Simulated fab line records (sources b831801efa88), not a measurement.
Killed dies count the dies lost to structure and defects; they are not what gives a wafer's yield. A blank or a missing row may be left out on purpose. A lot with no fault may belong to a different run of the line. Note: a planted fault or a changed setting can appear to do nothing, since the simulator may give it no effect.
fab line records | flow sfq_line
[record] lots = 7 wafers = 21 last_day = 82
route steps=325 shown M4@152 I4@163 JJ@178 M5@206
lots that met no fault: taken from a fault-free run of the same line
start_h: hours from the record's opening day to when the first of the lot's shown wafers began | wait_h: time in hours since the lot's previous step | " the same as in the row above | L1.1+2: several wafers, shown together as one row | - no value, or no start given | * or withheld: withheld | < > ~ a bound
route shown NAME@n: NAME is a module with steps in the file, n the number in the route of the first one | usual: average and standard deviation across the fault-free wafers | same: alike in all rows | chamber/n: place in a boat | sites: per-site readings | _std_site: standard deviation of those values | _edge_site: the outer-site mean with the inner-site mean subtracted | radius_mm: for every site, how far away it sits from the centre of the wafer | mask NAME#n: copy n | behind: the tool/chamber that last shaped the wafer | hold: reason for holding the lot/hours on hold/outcome of the hold | device: which transistor (n, p or np) failed to switch | end of line: the tests these same wafers got at the end of their route | where a step has no rows: the recipe by itself | killed: not the wafer's yield, but the dies lost to structure and defects at the first sort | map: dies across one wafer; x = killed, . = not, _ = none there
set.NAME: the setting as run; set.NAME@STEP: as run at that earlier step | model.NAME: the simulator's own value behind a step, which no gauge read
a table for each step, a row for each wafer; lots at some steps of the route
services: a tool's chamber out of use, with start hour (start_h, from the record's first day; less than 0 if before it), hours out, and reason
[[steps]]
[step SFQ_TRILAYER_M4_LITHO_COAT_098]
[recipe] resist = BARC spin_rpm = 3000 resist_thk_nm = 62
[step SFQ_TRILAYER_M4_LITHO_COAT_093]
[recipe] resist = KrF spin_rpm = 3000 resist_thk_nm = 600
[step SFQ_TRILAYER_M4_LITHO_SOFTBAKE_097]
[recipe] temp_c = withheld time_s = withheld resist = KrF
[step SFQ_TRILAYER_M4_LITHO_EXPOSE_094]
[recipe] mask_id = M4 na = 0.6 source_shape = conventional sigma_outer = 0.65 target_cd_nm = 500 dose_mj = 14.4
[step SFQ_TRILAYER_M4_LITHO_PEB_096]
[recipe] peb_temp_c = 115 peb_time_s = 60 resist = KrF
[step SFQ_TRILAYER_M4_LITHO_DEVELOP_095]
[recipe] time_s = 60 resist = KrF
[step SFQ_M4_OVL_MEAS_926]
[usual] M4_OVL = -6/6.8
// columns lot.wafer tool chamber start_h wait_h M4_OVL[nm]
L686.2 overlay-02 - 1217.48 0.1 -5
L686.3 " - " " -1
L686.4 " - " " -9
L688.1 overlay-01 - 1239.08 0.1 -9
L688.3 " - " " -4
L688.4 " - " " -9
L689.3 overlay-02 - 1242.69 0.1 -8
L689.4 " - " " -5
L689.5 " - " " 1
L692.2 overlay-01 - 1265.30 0.1 -10
L692.3 " - " " -2
L692.4 " - " " -10
L699.2 overlay-01 - 1354.10 0.1 -16
L699.3 " - " " -20
L699.5 " - " " -21
L700.2 overlay-01 - 1357.70 0.1 -6
L700.4 " - " " -4
L700.6 " - " " 2
L701.1 overlay-01 - 1360.09 0.1 3
L701.2 " - " " 0
L701.6 " - " " 4
[step SFQ_TRILAYER_M4_BARC_OPEN_METAL_ETCH_123]
[recipe] mask_material = PR chemistry = O2 target_depth_nm = 125 target = BARC icp_w = 600 bias_w = 80 pressure_mtorr = 10 time_s = 41.7
[step SFQ_TRILAYER_M4_ETCH_METAL_ETCH_096]
[recipe] target = Nb stop_on = SiO2 mask_material = PR chemistry = Cl2/Ar target_depth_nm = 240 icp_w = 600 bias_w = 80 pressure_mtorr = 10 time_s = 120
[usual] drypump_motor_current_A = 5.60/0.28 oes_product_au = 0.891/0.0071
// columns lot.wafer tool chamber start_h wait_h drypump_motor_current_A oes_product_au rf_hours_counter_h
L686.2 rie_metal-04 0 1217.57 0.0 5.50 0.895 8
L686.3 " 1 " " 5.18 0.900 -
L686.4 " 0 " " 5.52 0.898 -
L688.1 rie_metal-02 1 1239.17 0.0 5.89 0.897 31
L688.3 " 0 " " 5.66 0.901 -
L688.4 " 1 " " 5.89 0.892 -
L689.3 rie_metal-04 1 1242.81 0.1 5.18 0.895 -
L689.4 " 0 " " 5.51 0.902 -
L689.5 " 1 " " 5.18 0.893 -
L692.2 rie_metal-02 1 1265.41 0.1 5.87 0.882 35
L692.3 " 0 " " 5.65 0.891 -
L692.4 " 1 " " 5.89 0.890 -
L699.2 rie_metal-02 1 1354.19 0.0 5.87 0.886 53
L699.3 " 0 " " 5.63 0.895 -
L699.5 " 0 " " 5.65 0.886 -
L700.2 rie_metal-04 0 1357.79 0.0 5.48 0.886 32
L700.4 " 0 " " 5.48 0.908 -
L700.6 " 1 " " 5.18 0.889 -
L701.1 rie_metal-02 0 1360.19 0.0 5.63 0.890 37
L701.2 " 1 " " 5.87 0.896 54
L701.6 " 0 " " 5.64 0.897 -
[step SFQ_TRILAYER_M4_STRIP_STRIP_097]
[recipe] gas = O2 power_w = 200 platen_temp_c = 40 overash_fraction = 0.65 chemistry = O2 pressure_mtorr = 50
[step SFQ_TRILAYER_M4_STRIP_SOLV_CLEAN_098]
[recipe] chemistry = NMP temp_c = 70 time_s = 600
[step SFQ_TRILAYER_I4_DEP_PECVD_099]
[recipe] material = SiO2 temp_c = 150 time_s = 111.11 pressure_torr = 2.4 rf_w = 183.3 precursor = SiH4/N2O target_thk_nm = 500
[step SFQ_TRILAYER_I4_CMP_CMP_100]
[recipe] material = SiO2 down_force_psi = 3 platen_rpm = 60 pad_velocity_m_s = 0.94248
[usual] motor_current_A = 9.5/0.87 time_to_endpoint_s = 214/9
// columns lot.wafer tool chamber start_h wait_h motor_current_A time_to_endpoint_s model.SiO2_of_TRILAYER_I4_DEP_PECVD_099.thk_nm
L686.4 cmp-01 3 1220.31 1.8 11.2 230 201.3
L686.2 " 0 " " 10.0 223 200.3
L686.3 " 2 1221.81 3.3 10.1 217 198.3
L688.1 cmp-01 2 1242.90 2.8 10.0 224 178
L688.4 " 3 " " 10.7 240 180.8
L688.3 " 0 " " 9.8 208 199.2
L689.3 cmp-01 0 1245.90 2.2 9.2 220 199.6
L689.4 " 1 " " 8.4 242 180.4
L689.5 " 0 1247.90 4.1 9.8 222 200.6
L692.4 cmp-01 2 1267.42 0.8 9.7 238 179.3
L692.2 " 3 " " 10.9 224 200.7
L692.3 " 0 " " 9.9 213 200.2
L699.2 cmp-01 2 1382.70 27.6 10.0 205 199.1
L699.3 " 3 " " 10.9 205 200.7
L699.5 " 1 1384.20 29.0 8.1 208 198.9
L700.4 cmp-01 0 1388.70 29.9 9.5 215 199.4
L700.2 " 1 " " 8.6 207 199.6
L700.6 " 3 1390.20 31.4 10.3 213 199.4
L701.1 cmp-02 1 1391.39 30.3 9.6 218 200.6
L701.2 " 0 1392.89 31.8 8.5 220 200.4
L701.6 " 1 " " 10.0 226 202.2
[step SFQ_I4_BOW_MEAS_927]
[recipe] mode = bow
[usual] I4_BOW = 6/11
// columns lot.wafer tool chamber start_h wait_h I4_BOW[um]
L686.2 film_metro-01 - 1223.33 2.0 -5
L686.3 " - " " 5
L686.4 " - " " -3
L688.1 film_metro-03 - 1245.40 2.0 24
L688.3 " - " " 14
L688.4 " - " " 15
L689.3 film_metro-03 - 1248.44 2.0 1
L689.4 " - " " 0
L689.5 " - " " 2
L692.2 film_metro-01 - 1270.44 2.0 3
L692.3 " - " " 7
L692.4 " - " " -4
L699.2 film_metro-03 - 1385.22 2.0 30
L699.3 " - " " 29
L699.5 " - " " 28
L700.2 film_metro-01 - 1391.22 1.5 6
L700.4 " - " " 1
L700.6 " - " " 12
L701.1 film_metro-04 - 1394.39 2.5 13
L701.2 " - " " 13
L701.6 " - " " -5
[step SFQ_TRILAYER_I4_METRO_MEASURE_101]
[usual] thk_nm = 199.8/1.2
// columns lot.wafer tool chamber start_h wait_h thk_nm
L686.2 film_metro-01 - 1223.63 0.3 200.2
L686.3 " - " " 198.3
L686.4 " - " " 201.4
L688.1 film_metro-03 - 1245.52 0.1 178.0
L688.3 " - " " 199.1
L688.4 " - " " 180.8
L689.3 film_metro-03 - 1248.92 0.5 199.5
L689.4 " - " " 180.5
L689.5 " - " " 200.6
L692.2 film_metro-01 - 1270.74 0.3 200.9
L692.3 " - " " 200.2
L692.4 " - " " 179.4
L699.2 film_metro-03 - 1385.52 0.3 199.3
L699.3 " - " " 200.5
L699.5 " - " " 198.8
L700.2 film_metro-01 - 1391.52 0.3 199.8
L700.4 " - " " 199.5
L700.6 " - " " 199.3
L701.1 film_metro-04 - 1394.51 0.1 200.7
L701.2 " - " " 200.4
L701.6 " - " " 202.4
[step SFQ_TRILAYER_I4_VIA_LITHO_COAT_108]
[recipe] resist = BARC spin_rpm = 3000 resist_thk_nm = 62
[step SFQ_TRILAYER_I4_VIA_LITHO_COAT_103]
[recipe] resist = KrF spin_rpm = 3000 resist_thk_nm = 650
[step SFQ_TRILAYER_I4_VIA_LITHO_SOFTBAKE_107]
[recipe] temp_c = withheld time_s = withheld resist = KrF
[step SFQ_TRILAYER_I4_VIA_LITHO_EXPOSE_104]
[recipe] mask_id = I4 na = 0.6 source_shape = conventional sigma_outer = 0.65 target_cd_nm = 700 dose_mj = 21.3
[step SFQ_TRILAYER_I4_VIA_LITHO_PEB_106]
[recipe] peb_temp_c = 115 peb_time_s = 60 resist = KrF
[step SFQ_TRILAYER_I4_VIA_LITHO_DEVELOP_105]
[recipe] time_s = 60 resist = KrF
[step SFQ_I4_OVL_MEAS_928]
[usual] I4_OVL = 5/4.6
// columns lot.wafer tool chamber start_h wait_h I4_OVL[nm]
L686.2 overlay-01 - 1226.88 0.1 -6
L686.3 " - " " 10
L686.4 " - " " 1
L688.1 overlay-01 - 1349.29 0.1 11
L688.3 " - " " 7
L688.4 " - " " 1
L689.3 overlay-01 - 1352.91 0.1 -3
L689.4 " - " " -9
L689.5 " - " " -4
L692.2 overlay-01 - 1375.70 0.1 9
L692.3 " - " " 1
L692.4 " - " " 5
L699.2 overlay-01 - 1473.48 0.1 5
L699.3 " - " " 5
L699.5 " - " " 1
L700.2 overlay-01 - 1481.88 0.1 7
L700.4 " - " " 8
L700.6 " - " " 9
L701.1 overlay-01 - 1487.88 0.1 9
L701.2 " - " " 7
L701.6 " - " " 9
[step SFQ_TRILAYER_I4_VIA_BARC_OPEN_VIA_ETCH_146]
[recipe] mask_material = PR chemistry = O2 target_depth_nm = 125 target = BARC source_w = 500 bias_w = 80 pressure_mtorr = 30 time_s = 41.7
[step SFQ_TRILAYER_I4_VIA_ETCH_VIA_ETCH_106]
[recipe] target = SiO2 stop_on = Nb mask_material = PR taper_deg = 20 chemistry = CHF3 target_depth_nm = 260 source_w = 500 bias_w = 80 pressure_mtorr = 30 time_s = withheld
[usual] drypump_motor_current_A = 5.7/0.53 oes_product_au = 0.854/0.0052
// columns lot.wafer tool chamber start_h wait_h drypump_motor_current_A oes_product_au model.I4.feature_depth_nm model.etch.depth_nm
L686.2 rie_diel-03 3 1226.95 0.0 5.3 0.852 200.3 200.3
L686.3 " 2 " " 5.7 0.860 198.3 198.3
L686.4 " 0 " " 5.3 0.857 201.3 201.3
L688.1 rie_diel-03 0 1349.37 0.0 5.3 0.804 178 178
L688.3 " 1 " " 6.7 0.855 199.2 199.2
L688.4 " 2 " " 5.7 0.803 180.8 180.8
L689.3 rie_diel-03 0 1352.97 0.0 5.3 0.855 199.6 199.6
L689.4 " 2 " " 5.7 0.809 180.4 180.4
L689.5 " 1 " " 6.7 0.861 200.6 200.6
L692.2 rie_diel-03 3 1375.77 0.0 5.3 0.856 200.7 200.7
L692.3 " 2 " " 5.7 0.848 200.2 200.2
L692.4 " 0 " " 5.3 0.809 179.3 179.3
L699.2 rie_diel-03 0 1473.55 0.0 5.3 0.851 199.1 199.1
L699.3 " 2 " " 5.7 0.860 200.7 200.7
L699.5 " 3 " " 5.2 0.854 198.9 198.9
L700.2 rie_diel-02 0 1481.95 0.0 5.7 0.854 199.6 199.6
L700.4 " 2 " " 5.0 0.852 199.4 199.4
L700.6 " 3 " " 6.0 0.847 199.4 199.4
L701.1 rie_diel-02 2 1487.95 0.0 5.0 0.858 200.6 200.6
L701.2 " 1 " " 5.1 0.857 200.4 200.4
L701.6 " 0 " " 5.7 0.864 202.2 202.2
[step SFQ_TRILAYER_I4_VIA_STRIP_STRIP_107]
[recipe] gas = O2 power_w = 200 platen_temp_c = 40 overash_fraction = 0.65 chemistry = O2 pressure_mtorr = 50
[usual] drypump_motor_current_A = 5.4/0.36 oes_product_au = 0.996/0.015
// columns lot.wafer tool chamber start_h wait_h drypump_motor_current_A oes_product_au rf_hours_counter_h
L686.2 rie_metal-04 0 1227.07 - 5.5 0.996 9
L686.3 " 1 " " 5.2 1.024 -
L686.4 " 0 " " 5.5 0.987 -
L688.1 rie_metal-01 0 1349.48 - 5.3 0.978 100
L688.3 " 1 " " 6.1 0.997 -
L688.4 " 0 " " 5.4 0.967 -
L689.3 rie_metal-04 1 1353.28 - 5.2 1.005 -
L689.4 " 0 " " 5.5 0.975 -
L689.5 " 1 " " 5.2 1.003 -
L692.2 rie_metal-04 0 1375.88 - 5.5 0.991 37
L692.3 " 1 " " 5.2 1.013 -
L692.4 " 0 " " 5.5 0.994 -
L699.2 rie_metal-03 1 1473.66 - 5.7 0.982 33
L699.3 " 1 " " 5.7 0.984 -
L699.5 " 0 " " 5.0 1.021 -
L700.2 rie_metal-03 0 1482.06 - 5.0 1.005 51
L700.4 " 0 " " 5.0 1.012 -
L700.6 " 0 " " 5.0 1.006 -
L701.1 rie_metal-03 0 1488.06 - 5.0 1.018 52
L701.2 " 1 " " 5.7 0.986 35
L701.6 " 1 " " 5.7 0.980 -
[step SFQ_TRILAYER_I4_VIA_STRIP_SOLV_CLEAN_108]
[recipe] chemistry = NMP temp_c = 70 time_s = 600
[step SFQ_TRILAYER_JJ_TRILAYER_DEP_PRE_CLEAN_113]
[recipe] gas = Ar time_s = 22.5 bias_v = 250
[step SFQ_TRILAYER_JJ_TRILAYER_DEP_SPUTTER_109]
[recipe] material = Nb base_pressure_pa = 1.33e-06 chamber_pressure_pa = 0.1333 substrate_temp_c = 20 target_thk_nm = 150 power_w = 2000 time_s = 100
[usual] throttle_valve_pct = 29.8/1.5
// columns lot.wafer tool chamber start_h wait_h throttle_valve_pct
L686.2 pvd_sputter-04 - 1227.87 0.0 30.8
L686.3 " - " " 27.6
L686.4 " - " " 27.8
L688.1 pvd_sputter-05 - 1350.29 0.0 30.6
L688.3 " - " " 30.2
L688.4 " - " " 28.2
L689.3 pvd_sputter-03 - 1353.89 0.0 31.8
L689.4 " - " " 28.4
L689.5 " - " " 28.5
L692.2 pvd_sputter-04 - 1376.69 0.0 30.8
L692.3 " - " " 28.1
L692.4 " - " " 27.4
L699.2 pvd_sputter-04 - 1474.47 0.0 27.7
L699.3 " - " " 30.7
L699.5 " - " " 30.9
L700.2 pvd_sputter-05 - 1482.87 0.0 30.3
L700.4 " - " " 28.1
L700.6 " - " " 32.0
L701.1 pvd_sputter-04 - 1488.87 0.0 30.8
L701.2 " - " " 28.0
L701.6 " - " " 27.2
[step SFQ_TRILAYER_JJ_TRILAYER_DEP_SPUTTER_110]
[recipe] material = Al base_pressure_pa = 1.33e-06 target_thk_nm = 8 power_w = 500 time_s = 10 chamber_pressure_pa = 0.4
[usual] throttle_valve_pct = 29.8/1.4
// columns lot.wafer tool chamber start_h wait_h throttle_valve_pct
L686.2 pvd_sputter-04 - 1227.94 0.0 30.7
L686.3 " - " " 27.2
L686.4 " - " " 28.0
L688.1 pvd_sputter-05 - 1350.36 0.0 30.9
L688.3 " - " " 30.2
L688.4 " - " " 28.6
L689.3 pvd_sputter-03 - 1353.96 0.0 31.6
L689.4 " - " " 28.5
L689.5 " - " " 28.5
L692.2 pvd_sputter-04 - 1376.76 0.0 30.7
L692.3 " - " " 27.9
L692.4 " - " " 27.4
L699.2 pvd_sputter-04 - 1474.54 0.0 28.1
L699.3 " - " " 30.7
L699.5 " - " " 30.9
L700.2 pvd_sputter-05 - 1482.94 0.0 30.4
L700.4 " - " " 28.3
L700.6 " - " " 31.5
L701.1 pvd_sputter-04 - 1488.94 0.0 30.8
L701.2 " - " " 28.1
L701.6 " - " " 27.6
[step SFQ_TRILAYER_JJ_TRILAYER_DEP_AL_OXIDATION_111]
[recipe] pressure_mbar = 0.014667 oxidation_time_s = 600 temperature_k = 293
[step SFQ_TRILAYER_JJ_TRILAYER_DEP_SPUTTER_112]
[recipe] material = Nb base_pressure_pa = 1.33e-06 chamber_pressure_pa = 0.1333 substrate_temp_c = 20 target_thk_nm = 170 power_w = 2000 time_s = 113.3
[step SFQ_JJ_RS_MEAS_929]
[recipe] thk_meas_gauge = four-point-probe reads = Nb_of_TRILAYER_JJ_TRILAYER_DEP_SPUTTER_112
[usual] JJ_NB_RS = 1.051/0.012
// columns lot.wafer tool chamber start_h wait_h JJ_NB_RS[ohm/sq]
L686.2 film_metro-03 - 1229.06 0.1 1.069
L686.3 " - " " 1.052
L686.4 " - " " 1.058
L688.1 film_metro-03 - 1351.46 0.0 1.037
L688.3 " - " " 1.066
L688.4 " - " " 1.057
L689.3 film_metro-03 - 1355.10 0.1 1.058
L689.4 " - " " 1.057
L689.5 " - " " 1.055
L692.2 film_metro-04 - 1377.88 0.1 1.049
L692.3 " - " " 1.041
L692.4 " - " " 1.032
L699.2 film_metro-02 - 1475.66 0.1 1.045
L699.3 " - " " 1.054
L699.5 " - " " 1.054
L700.2 film_metro-02 - 1484.25 0.1 1.057
L700.4 " - " " 1.059
L700.6 " - " " 1.059
L701.1 film_metro-04 - 1490.04 0.0 1.076
L701.2 " - " " 1.067
L701.6 " - " " 1.045
[step SFQ_TRILAYER_JJ_CE_LITHO_COAT_119]
[recipe] resist = BARC spin_rpm = 3000 resist_thk_nm = 62
[step SFQ_TRILAYER_JJ_CE_LITHO_COAT_114]
[recipe] resist = KrF spin_rpm = 3000 resist_thk_nm = 600
[step SFQ_TRILAYER_JJ_CE_LITHO_SOFTBAKE_118]
[recipe] temp_c = withheld time_s = withheld resist = KrF
[step SFQ_TRILAYER_JJ_CE_LITHO_EXPOSE_115]
[recipe] mask_id = J5 na = 0.6 source_shape = conventional sigma_outer = 0.65 target_cd_nm = 700 dose_mj = 14.4
[step SFQ_TRILAYER_JJ_CE_LITHO_PEB_117]
[recipe] peb_temp_c = 115 peb_time_s = 60 resist = KrF
[step SFQ_TRILAYER_JJ_CE_LITHO_DEVELOP_116]
[recipe] time_s = 60 resist = KrF
[step SFQ_JJ_OVL_MEAS_931]
[usual] J5_OVL = 1/4.7
// columns lot.wafer tool chamber start_h wait_h J5_OVL[nm]
L686.2 overlay-02 - 1305.80 0.1 -1
L686.3 " - " " 7
L686.4 " - " " -2
L688.1 overlay-01 - 1432.68 0.1 -5
L688.3 " - " " -6
L688.4 " - " " 3
L689.3 overlay-01 - 1435.09 0.1 4
L689.4 " - " " 2
L689.5 " - " " 1
L692.2 overlay-02 - 1457.88 0.1 -2
L692.3 " - " " -1
L692.4 " - " " 3
L699.2 overlay-02 - 1577.33 0.1 -2
L699.3 " - " " -9
L699.5 " - " " -9
L700.2 overlay-02 - 1584.53 0.1 7
L700.4 " - " " 5
L700.6 " - " " 5
L701.1 overlay-01 - 1591.73 0.1 5
L701.2 " - " " 3
L701.6 " - " " 1
[step SFQ_TRILAYER_JJ_CE_METRO_MEASURE_117]
[step SFQ_TRILAYER_JJ_CE_BARC_OPEN_RIE_150]
[recipe] mask_material = PR chemistry = O2 target_depth_nm = 240 target = BARC icp_w = 600 bias_w = 80 pressure_mtorr = 10 time_s = 80
[usual] drypump_motor_current_A = 5.41/0.28 oes_product_au = 0.537/0.0048
// columns lot.wafer tool chamber start_h wait_h drypump_motor_current_A oes_product_au rf_hours_counter_h
L686.2 rie_metal-04 0 1307.03 0.8 5.50 0.538 22
L686.3 " 0 " " 5.51 0.536 -
L686.4 " 1 " " 5.18 0.536 -
L688.1 rie_metal-02 0 1433.91 1.0 5.63 0.541 46
L688.3 " 0 " " 5.66 0.539 -
L688.4 " 1 " " 5.89 0.537 -
L689.3 rie_metal-04 0 1436.34 0.6 5.50 0.540 -
L689.4 " 1 " " 5.18 0.546 -
L689.5 " 1 " " 5.16 0.521 -
L692.2 rie_metal-04 0 1459.11 0.8 5.48 0.540 49
L692.3 " 1 " " 5.20 0.539 -
L692.4 " 0 " " 5.51 0.543 -
L699.2 rie_metal-04 1 1578.56 0.8 5.19 0.528 77
L699.3 " 1 " " 5.19 0.532 -
L699.5 " 0 " " 5.46 0.543 -
L700.2 rie_metal-03 1 1585.76 0.8 5.70 0.545 51
L700.4 " 0 " " 5.00 0.546 -
L700.6 " 0 " " 5.02 0.542 -
L701.1 rie_metal-03 1 1592.96 1.0 5.69 0.534 52
L701.2 " 0 " " 5.02 0.539 69
L701.6 " 1 " " 5.67 0.532 -
[step SFQ_TRILAYER_M5_ETCH_METAL_ETCH_126]
[recipe] target = Nb stop_on = SiO2 mask_material = PR over_etch_frac = 0.15 time_s = 203.2 chemistry = Cl2/BCl3 target_depth_nm = 265 icp_w = 600 bias_w = 80 pressure_mtorr = 10
[usual] drypump_motor_current_A = 5.5/0.37 oes_product_au = 0.729/0.0065
// columns lot.wafer tool chamber start_h wait_h drypump_motor_current_A oes_product_au rf_hours_counter_h model.SiO2_of_TRILAYER_I4_DEP_PECVD_099.thk_nm
L686.2 rie_metal-02 1 1317.88 0.0 5.9 0.725 46 180.5
L686.3 " 0 " " 5.7 0.726 - 178.7
L686.4 " 1 " " 5.9 0.730 - 181.6
L688.1 rie_metal-02 0 1446.14 0.0 5.6 0.729 48 158.2
L688.3 " 0 " " 5.6 0.728 - 179.5
L688.4 " 1 " " 5.9 0.719 - 161.2
L689.3 rie_metal-03 1 1447.41 0.1 5.7 0.716 - 180.1
L689.4 " 0 " " 5.0 0.731 - 160.2
L689.5 " 1 " " 5.7 0.726 - 181
L692.2 rie_metal-03 0 1477.14 0.0 5.0 0.741 50 180.9
L692.3 " 1 " " 5.7 0.730 - 180.9
L692.4 " 0 " " 5.0 0.723 - 159.4
L699.2 rie_metal-03 0 1656.47 0.0 5.0 0.735 78 178.9
L699.3 " 1 " " 5.7 0.735 - 181.3
L699.5 " 1 " " 5.7 0.744 - 179.6
L700.2 rie_metal-02 0 1666.12 0.0 5.7 0.732 85 179.5
L700.4 " 1 " " 5.9 0.734 - 179.6
L700.6 " 1 " " 5.9 0.730 - 179.8
L701.1 rie_metal-01 1 1674.52 0.0 6.1 0.726 65 181.1
L701.2 " 0 " " 5.3 0.725 14 180.9
L701.6 " 1 " " 6.1 0.720 - 182.6
[[services]]
// columns tool chamber start_h hours kind
rie_diel-03 - 1207.90 0.5 repair
rie_metal-02 0 1245.67 2.5 repair
cmp-01 - 1260.42 4.0 pm
rie_metal-03 1 1272.33 18.5 repair
cmp-01 - 1288.96 1.9 repair
rie_diel-03 2 1293.42 1.2 repair
cmp-01 - 1300.49 0.3 repair
rie_metal-02 - 1324.52 1.4 pm
rie_metal-02 0 1361.30 8.1 repair
rie_diel-03 0 1362.13 3.8 repair
rie_metal-03 - 1366.06 1.4 pm
cmp-01 - 1372.42 3.8 pm
pvd_sputter-04 - 1379.86 0.6 repair
rie_diel-03 3 1391.05 6.5 repair
pvd_sputter-04 - 1406.95 2.3 repair
pvd_sputter-04 - 1425.00 1.3 repair
rie_diel-03 - 1453.16 0.4 repair
rie_metal-02 1 1487.13 19.3 repair
rie_metal-04 1 1552.43 3.7 repair
cmp-01 - 1568.30 22.8 pm
cmp-01 - 1591.06 8.5 pm
rie_metal-04 0 1600.27 8.1 repair
cmp-01 - 1602.57 4.0 pm
rie_metal-02 - 1626.85 2.8 pm
[[key]]
[first_sign] step = SFQ_TRILAYER_I4_CMP_CMP_100 reading = time_to_endpoint_s direction = up sigmas = 2.4 usual = * struck = *
[effect] step = SFQ_TRILAYER_I4_METRO_MEASURE_101 reading = thk_nm direction = down sigmas = 17 usual = 199.8 struck = 179.7
[effect] step = SFQ_TRILAYER_I4_VIA_ETCH_VIA_ETCH_106 reading = oes_product_au direction = down sigmas = 9.1 usual = 0.854 struck = 0.806
[model_effect] step = SFQ_TRILAYER_I4_CMP_CMP_100 value = SiO2_of_TRILAYER_I4_DEP_PECVD_099.thk_nm without = 199.6 struck = 179.6
[model_effect] step = SFQ_TRILAYER_I4_VIA_ETCH_VIA_ETCH_106 value = I4.feature_depth_nm without = 199.6 struck = 179.6
[model_effect] step = SFQ_TRILAYER_M5_ETCH_METAL_ETCH_126 value = SiO2_of_TRILAYER_I4_DEP_PECVD_099.thk_nm without = 179.8 struck = 159.8
met_at SFQ_TRILAYER_I4_CMP_CMP_100
struck_wafers L688.1,L688.4,L689.4,L692.4
[fault] kind = process_parameter_drift tool = cmp-01 chamber = - onset_h = 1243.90 steps = SFQ_TRILAYER_I4_CMP_CMP_100 channel = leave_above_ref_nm offset = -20 shape = step end_h = 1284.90 scope = struck_wafers_only acts_in = these_recipes_only stated = 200
